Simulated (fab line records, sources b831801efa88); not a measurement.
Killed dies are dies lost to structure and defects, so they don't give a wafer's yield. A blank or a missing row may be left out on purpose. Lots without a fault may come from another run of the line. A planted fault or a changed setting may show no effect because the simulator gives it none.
Chamber matching | flow gf180mcu | GF_V2_CMP_04 on cmp-01: 4 sister chambers
The step polishes SiO2. 8 wafers are shown with their chamber, then 7 later ones without.

WAFERS WITH THEIR CHAMBER
wafer  | chamber | motor_current_A (A) | time_to_endpoint_s (s)
L872.4 | 2       | 13.7                | 89
L877.1 | 3       | 14.6                | 73
L877.4 | 0       | 12.4                | 71
L880.1 | 3       | 14.6                | 72
L880.3 | 0       | 11.9                | 75
L880.5 | 1       | 12.1                | 81
L887.1 | 2       | 14.2                | 82
L887.4 | 1       | 11.8                | 88

WAFERS WITHOUT THEIR CHAMBER
wafer  | motor_current_A (A) | time_to_endpoint_s (s)
L887.6 | 12.4                | 88
L889.1 | 12.5                | 72
L889.3 | 14.3                | 81
L889.6 | 12.6                | 77
L893.3 | 13.3                | 87
L893.5 | 14.9                | 91
L893.6 | 13.7                | 90

WHICH CHAMBER EACH WENT THROUGH
wafer  | from the rows above     | in truth
L887.6 | 1                       | 1
L889.1 | 0                       | 0
L889.3 | can't be placed: 2 or 3 | 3
L889.6 | can't be placed: 0 or 1 | 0
L893.3 | 2                       | 2
L893.5 | can't be placed: 2 or 3 | 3
L893.6 | 2                       | 2
Placed correctly: 4 of 7. Can't be placed from these rows: 3 (the true chamber is among the candidates in 3). Placed wrongly: 0.
How it was worked out, from the rows above alone: a wafer's distance from a chamber is the root of the sum, over the readings, of the square of ((its reading less the chamber's mean) divided by the reading's scatter). The wafer belongs to the nearest chamber; if the next one is less than 2 further off, it can't be placed. A chamber's mean is the mean of its shown wafers. The scatter: the root of (the sum of the squares of (reading less its chamber's mean) over the shown wafers, divided by (wafers less chambers)).
